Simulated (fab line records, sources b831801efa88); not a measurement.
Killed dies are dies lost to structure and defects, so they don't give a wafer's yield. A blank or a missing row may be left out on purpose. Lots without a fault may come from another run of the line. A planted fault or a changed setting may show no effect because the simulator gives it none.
A struck lot beside a sound one | flow gf180mcu | 19 steps out of a route of 602
Sound: wafers L824.2, L824.4, L824.5. Struck: wafers L836.2, L836.4, L836.6. The cause comes at the end.
At each step with rows: each side's tool, then ch and its chambers, then its first start. Under that, the readings that differ: sound wafers | struck wafers | difference of the means | sigmas: that difference in standard deviations of wafers without a fault.
alike: readings whose means differ by less than 2 such deviations, and words and numbers that are the same on both sides. not compared: withheld readings, readings that some wafer has no value for, bounds like >300 that may hide the same value, and numbers for which the record gives no deviation and whose values overlap.
The two part at a step that has a row with sigmas, a row that says differs or no value, or rows on one side only. Numbers that don't overlap but have no deviation are shown without sigmas and don't part them. A reading that every wafer of one side lacks parts them only if that side has two wafers or more.

GF_POLY_GATE_OVL_MEAS_11:
  sound on overlay-01, day 9 17:31; struck on overlay-01, day 13 07:26
  alike: POLY_GATE_OVL
GF_POLY_GATE_ETCH_12: etches BARC in N2/H2.
  sound on rie_diel-01 ch 0,2, day 9 17:33; struck on rie_diel-01 ch 2,3, day 13 07:28
  alike: chamber_pressure_mTorr, drypump_motor_current_A, oes_product_au, throttle_valve_pct
GF_POLY_GATE_ETCH_13: etches poly-Si in HBr/Cl2, stops on SiO2, target depth 198.5 nm, time 69.6 s.
  sound on rie_si-02 ch 0,1,2, day 9 17:36; struck on rie_si-02 ch 2,3, day 13 07:31
  alike: HBr_flow_sccm, chamber_pressure_mTorr, drypump_motor_current_A, oes_product_au, throttle_valve_pct
  not compared: rf_hours_counter_h
GF_POLY_GATE_STRIP_14: strips in O2/N2.
  sound on plasma_asher-01 ch 0,1, day 9 17:40; struck on plasma_asher-02 ch 0,1, day 13 07:35
  alike: chamber_pressure_mTorr, drypump_motor_current_A, heater_power_w, oes_product_au
  not compared: rf_hours_counter_h
then, 2 steps without rows for these wafers: GF_POLY_GATE_CLEAN_15 (cleans in SC1/SC2, time 150 s); GF_POLY_GATE_OXIDATION_16 (stabilise 600 s, purge 300 s, target thk 4 nm).
GF_POLY_GATE_THK_MEAS_17:
  sound on film_metro-03, day 9 19:04; struck on film_metro-03, day 13 08:59
  alike: POLY_GATE_OXIDATION_THK
GF_POLY_GATE_CD_MEAS_18:
  sound on cd_sem-02, day 9 19:09; struck on cd_sem-02, day 13 09:04
  alike: cd_nm
then, 4 steps without rows for these wafers: GF_HV_LDD_DEHYDRATE_00 (time 60 s); GF_HV_LDD_HMDS_01 (prime time 60 s); GF_HV_LDD_COAT_02 (resist thk 1000 nm); GF_HV_LDD_SOFTBAKE_03 (time 60 s).
GF_HV_LDD_EXPOSE_04: exposes mask Nplus LV AREA, target cd 400 nm.
  sound on iline_stepper-02 ch 0, day 10 03:56; struck on iline_stepper-02 ch 0, day 13 19:34
  reading                        | sound                | struck               | difference | sigmas
  model.HV_LDD.overlay_x_nm (nm) | 0.1624 0.1624 0.1624 | -104.5 -104.5 -104.5 | -104.7     |
  alike: mask
then, 2 steps without rows for these wafers: GF_HV_LDD_PEB_05; GF_HV_LDD_DEVELOP_06 (develop time 60 s).
GF_HV_LDD_CD_MEAS_07: target cd 400 nm.
  sound on cd_sem-02, day 10 12:43; struck on cd_sem-02, day 14 05:40
  alike: cd_nm
GF_HV_LDD_OVL_MEAS_08:
  sound on overlay-01, day 10 12:50; struck on overlay-02, day 14 05:47
  reading         | sound        | struck               | difference | sigmas
  HV_LDD_OVL (nm) | -3.4 0.1 0.7 | -103.1 -103.7 -104.0 | -102.7     | -73
then, 2 steps without rows for these wafers: GF_HV_LDD_IMPLANT_09; GF_PASSIVATION_PROBE_99.

WHERE THEY PART
Only at GF_HV_LDD_OVL_MEAS_08, within this record.

WHY: what the simulator had put in
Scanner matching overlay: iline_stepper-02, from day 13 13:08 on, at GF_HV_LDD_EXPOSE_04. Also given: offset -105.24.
